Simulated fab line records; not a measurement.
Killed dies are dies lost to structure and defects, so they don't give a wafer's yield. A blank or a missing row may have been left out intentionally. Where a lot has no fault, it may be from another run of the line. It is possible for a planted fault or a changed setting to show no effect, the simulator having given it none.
Matching of chambers -- flow sky130 -- SKY_LI_CONTACT_CMP_24 on cmp-02: 4 sister chambers
The step polishes, stops on PSG, t overpolish 20 s, target thk 0 nm. 8 wafers are shown with their chamber, then 7 later ones without.

WAFERS WITH THEIR CHAMBER
wafer,chamber,motor-current-A (A),time-to-endpoint-s (s)
L685.2,1,12.0,104
L685.4,0,10.4,100
L685.5,2,10.5,106
L686.1,0,10.4,94
L686.2,3,9.7,99
L686.3,1,12.8,102
L687.2,3,10.1,92
L687.4,2,10.4,100

WAFERS WITH NO CHAMBER GIVEN
wafer,motor-current-A (A),time-to-endpoint-s (s)
L687.6,11.2,103
L694.3,12.4,104
L694.5,9.7,97
L694.6,11.0,102
L705.2,10.2,102
L705.5,11.1,97
L705.6,11.7,104

CHAMBER TAKEN BY EACH
wafer,from the rows above,in truth
L687.6,can't be placed: 2 or 0 or 1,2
L694.3,1,1
L694.5,can't be placed: 3 or 0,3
L694.6,can't be placed: 2 or 0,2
L705.2,can't be placed: 2 or 0 or 3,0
L705.5,can't be placed: 0 or 2 or 3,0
L705.6,can't be placed: 1 or 2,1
Placed correctly: 1 of 7. Not placeable from these rows: 6 (in 6, the candidates include the true chamber). Placed wrongly: 0.
How it was worked out, from the rows above alone: a wafer's distance from a chamber is the root of the sum, over the readings, of the square of ((its reading less the chamber's mean) divided by the reading's scatter). The wafer belongs to the nearest chamber; if the next one is less than 2 further off, it can't be placed. Each chamber's mean is taken over the wafers shown for it. How the scatter is found: for the shown wafers, subtract from each reading the mean of its chamber, square and add these, divide the total by (wafers less chambers), then take the root.
